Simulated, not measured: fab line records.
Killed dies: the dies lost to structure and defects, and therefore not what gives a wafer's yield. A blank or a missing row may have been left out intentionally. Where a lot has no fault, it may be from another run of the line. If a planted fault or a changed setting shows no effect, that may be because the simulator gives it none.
Code-filled problem report in 8D (eight disciplines) form | flow gf180mcu | the parts of the form that need people (team, actions taken, sign-off) are left out

== 1. PROBLEM STATEMENT ==
Wafers without a fault read 12.59 s, standard deviation 0.032; strip time to endpoint s at GF_VT_IMPLANT_STRIP_09 reads a mean of 11.77 s on 6 wafers belonging to 2 lots. Relative to the usual mean, that is a shift of -26 standard deviations.
The step: strips in O2/N2.
The first sign was on wafer L665.1 at day 9 01:03, on plasma asher-02. The record has a number at this step for 39 wafers belonging to 13 lots. The rule behind "out" and "out of limits": a value lying over 4 standard deviations away from the usual mean. The other wafers with a number count as sound.

== 2. WHAT IT IS; WHAT IT IS NOT ==
question                    | is                               | is not
which readings at this step | strip time to endpoint s         | drypump motor current A, heater power w, oes product au
which lots                  | L665, L666                       | L652, L653, L655, L656, L657, L658, L659, L660, L661, L662, L673
which wafers of those lots  | all that have a number           | -
read on which tools         | plasma asher-02, plasma asher-04 | plasma asher-03
when                        | from day 9 01:03                 | up to then (30 sound wafers); but 3 sound wafers of L673 came after

== 3. SUSPECTS, AND WHAT RULES EACH OUT ==
Counting: a tool stays on the suspect list if, at a process step up to the reading, it processed all lots that are out and no sound lot following the first of them.
- litho track-01 at GF_VT_IMPLANT_COAT_02 (resist thk 1000 nm): kept. All lots that are out passed through it, beginning with L665 at day 8 16:02, and no sound lot followed; its final sound lot before that point was L662 at day 7 22:34.
Left after counting: litho track-01 at GF_VT_IMPLANT_COAT_02.

== 4. THE CAUSE (what the simulator had put in) ==
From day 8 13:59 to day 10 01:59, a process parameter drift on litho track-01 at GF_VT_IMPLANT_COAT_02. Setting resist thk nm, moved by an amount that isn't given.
The count eliminated every tool but this one.

== 5. THE EFFECT CHAIN, in route order ==
Each row: a reading where the mean over the struck wafers with a number is more than 3 standard deviations away from the usual. Scope: only readings with a usual standard deviation given in the record; hours: median across lots of the time from each lot's start at the first step in this table that gives one to its start at this step; sigmas: change in usual standard deviations.
hours | step                   | reading                  | usual   | on struck wafers | change | sigmas
0     | GF_VT_IMPLANT_STRIP_09 | strip time to endpoint s | 12.59 s | 11.77            | -0.82  | -26
Process steps it contains:
- GF_VT_IMPLANT_STRIP_09: strips in O2/N2.
Later measuring or inspecting steps at which every struck wafer that the step has a row for has a number for every such reading, and none has moved that far: GF_SAB_CD_MEAS_09, GF_V1_BOW_MEAS_05.

== 6. HOW IT WOULD HAVE BEEN CAUGHT EARLIER ==
The fault began at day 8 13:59; the first out-of-limits reading in this record came at day 9 01:03, 11 hours later.
Tool readings at GF_VT_IMPLANT_COAT_02 with a usual standard deviation given in the record: none out on any struck wafer, hence no alarm at a limit of 4 standard deviations on them.
Lots out: 2; all had begun GF_VT_IMPLANT_COAT_02 on litho track-01 by day 9 01:03. Holding the tool at that point would not have protected any of them.
